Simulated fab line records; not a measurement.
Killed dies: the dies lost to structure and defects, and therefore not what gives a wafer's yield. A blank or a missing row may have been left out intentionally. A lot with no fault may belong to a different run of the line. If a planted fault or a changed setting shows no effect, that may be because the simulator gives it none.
A struck lot beside a sound one ; flow gf180mcu ; 14 out of 602 route steps
Sound: the wafers L102.1, L102.2, L102.6. Struck: wafers L113.3, L113.5, L113.6. The cause comes at the end.
Each step with rows lists, per side, the tool, then ch with its chambers, then its first start. Under that, the readings that differ: sound wafers ; struck wafers ; difference of the means ; sigmas: that difference in standard deviations of wafers without a fault.
alike: a reading whose means differ by less than 2 such deviations, as well as words and numbers matching on both sides. not compared: withheld readings; readings where some wafer has no value; bounds like >300 that might hide an equal value; numbers whose values overlap and for which the record gives no deviation.
The two part at a step that has a row with sigmas, a row that says differs or no value, or rows on one side only. Non-overlapping numbers with no deviation appear without sigmas and do not part them. A reading missing from all wafers of one side parts the sides only when that side holds two or more wafers.

first, 2 steps without rows for these wafers: GF_M2_CLEAN_19 (cleans in DIW); GF_V2_CVD_00 (deposits SiO2, target thk 600 nm, time 100 s).
GF_V2_THK_MEAS_01:
  sound: filmMetro-03 at day 20 01:05; struck: filmMetro-03 at day 23 13:38
  alike: V2_CVD_00_THK
GF_V2_CVD_02: deposits SiO2 from TEOS, target thk 850 nm, time 94.851 s.
  sound on pecvd-03 ch 1,2, day 20 01:09; struck on pecvd-01 ch 0,2, day 23 13:41
  alike: heaterPowerW
GF_V2_THK_MEAS_03:
  sound: filmMetro-04 at day 20 01:13; struck: filmMetro-01 at day 23 13:46
  alike: V2_CVD_02_THK
GF_V2_CMP_04: polishes SiO2.
  sound on cmp-01 ch 1,2,3, day 20 01:17; struck on cmp-02 ch 0,2,3, day 23 13:55
reading;sound;struck;difference;sigmas
timeToEndpointS (s);69 67 75;79 95 83;+15;+2
  alike: motorCurrentA
GF_V2_BOW_MEAS_05:
  sound: filmMetro-01 at day 20 01:35; struck: filmMetro-03 at day 23 14:09
reading;sound;struck;difference;sigmas
V2_BOW (um);89 89 78;100 106 114;+21;+3
then, 5 steps without rows for these wafers: GF_V2_DEHYDRATE_06 (time 60 s); GF_V2_HMDS_07 (prime time 60 s); GF_V2_COAT_08; GF_V2_COAT_09 (resist thk 1000 nm); GF_V2_SOFTBAKE_10 (time 60 s).
GF_V2_EXPOSE_11: exposes mask Via2, target cd 260 nm.
  struck on krfScanner-01, day 24 02:01; sound on krfScanner-02 ch 0, day 20 13:10
  no value came back on the struck wafers for exposureDoseMJCm2, focusOffsetNm (nm), sigmaOuter; on the sound wafers exposureDoseMJCm2 reads 37.92 37.96 38.00
  alike: mask
then, 1 step without rows for these wafers: GF_V2_PEB_12 (peb time 90 s).

WHERE THEY PART
At GF_V2_CMP_04 first; at GF_V2_EXPOSE_11 last (within this record only).

WHY: the cause the simulator had injected
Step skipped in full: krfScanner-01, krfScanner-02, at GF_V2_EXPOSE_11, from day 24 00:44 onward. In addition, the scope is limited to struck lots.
